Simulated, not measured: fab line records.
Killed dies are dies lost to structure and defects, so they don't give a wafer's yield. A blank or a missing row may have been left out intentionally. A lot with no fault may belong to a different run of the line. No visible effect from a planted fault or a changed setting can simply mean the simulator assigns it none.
Problem report, 8D (eight disciplines) form, completed by code -- flow sky130 -- the parts of the form that need people (team, actions taken, sign-off) are left out

== 1. THE ISSUE ==
CAPM_TIN_RS at SKY_CAPM_RS_MEAS_03 reads a mean of 4.21 ohm/sq on 1 wafer of 1 lot; wafers without a fault read 6.91 ohm/sq with a standard deviation of 0.068. That puts it -40 standard deviations away from the usual mean.
The step: measures by four-point-probe.
First seen on wafer L700.1, day 40 05:35, on film-metro-03. The record holds 30 wafers of 10 lots with a number at this step. By rule, "out" or "out of limits" means more than 4 standard deviations away from the usual mean. The rest of the wafers with a number are treated as sound.

== 2. WHAT IT IS AND WHAT IT IS NOT ==
question,is,is not
which readings at this step,CAPM_TIN_RS,-
which lots,L700,"L688, L689, L690, L691, L696, L704, L705, L710, L711"
which wafers of those lots,L700.1,"L700.3, L700.4"
read on which gauges,film-metro-03,"film-metro-01, film-metro-02"
when,from day 40 05:35,"up to then (17 sound wafers); but 12 sound wafers of L704, L705, L710, L711 came after"

== 3. WHAT RULES OUT EACH SUSPECT ==
Counting: if a tool at a process step up to the reading ran every lot that is out, it stays a suspect. Sound lots after the first of them don't rule it out here, since some wafers of a struck lot are sound.
- the gauge at SKY_CAPM_RS_MEAS_03: ruled out. All the wafers that are out were read on film-metro-03, but those of them that SKY_CAPM_METAL_ETCH_13 has rows for are out there too, on other tools.
- plasma-asher-03 at SKY_METAL2_STRIP_20 (strips in O2/N2): kept. L700, the lot that is out, went through it at day 39 02:35; up to then, the latest sound lot through it was L690 at day 35 18:50.
- cmp-02 at SKY_VIA2_CMP_24 (polishes, stops on SiO2, t overpolish 20 s, target thk 0 nm): kept. L700, the lot that is out, went through it at day 40 04:59; up to then, the latest sound lot through it was L696 at day 39 01:37.
- pvd-sputter-01 at SKY_CAPM_SPUTTER_02 (material TiN, target thk 200 nm, time 166.7 s): kept. L700, the lot that is out, went through it at day 40 05:28; up to then, the latest sound lot through it was L696 at day 39 02:09.
- cmp-02, SKY_VIA2_CMP_24: wafers that are out in chamber 1, sound lot-mates in chambers 2, 3.
Left after counting: plasma-asher-03 at SKY_METAL2_STRIP_20, cmp-02 at SKY_VIA2_CMP_24, pvd-sputter-01 at SKY_CAPM_SPUTTER_02.

== 4. THE CAUSE (what the simulator had put in) ==
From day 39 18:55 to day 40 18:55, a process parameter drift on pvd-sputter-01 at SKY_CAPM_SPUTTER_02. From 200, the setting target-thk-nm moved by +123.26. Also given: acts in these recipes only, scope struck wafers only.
This tool is one of the 3 suspects left after counting.

== 5. THE CHAIN OF EFFECTS, in route order ==
Rows list readings where the struck wafers' mean (over those with a number) sits beyond 3 standard deviations from the usual. Only readings for which the record gives a usual standard deviation are gone through. hours: the time from each lot's start at the first step in this table that gives one to its start at this step, as a median over the lots. sigmas: the change in usual standard deviations.
hours,step,reading,usual,on struck wafers,change,sigmas
0,SKY_CAPM_RS_MEAS_03,CAPM_TIN_RS,6.91 ohm/sq,4.21,-2.70,-40
0,SKY_CAPM_THK_MEAS_04,CAPM_TIN_THK,200.9 nm,324.7,+123.8,+56
23,SKY_CAPM_METAL_ETCH_13,oes-product-au,0.941 a.u.,0.998,+0.057,+7.9
Here are the process steps it includes:
- SKY_CAPM_METAL_ETCH_13: etches TiN in Cl2/BCl3, stops on SiO2, target depth 220 nm, time 62.9 s.

== 6. WHAT WOULD HAVE CAUGHT IT SOONER ==
The first out-of-limits reading at a measuring or inspecting step in this record came at day 40 05:35, 11 hours after the fault's start at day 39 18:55.
Tool readings at SKY_CAPM_SPUTTER_02 with a usual standard deviation given in the record: none out on any struck wafer, hence no alarm at a limit of 4 standard deviations on them.
All the lots that are out (1) had begun SKY_CAPM_SPUTTER_02 on pvd-sputter-01 by day 40 05:35. Had the tool been put on hold then, not one of them would have been saved.
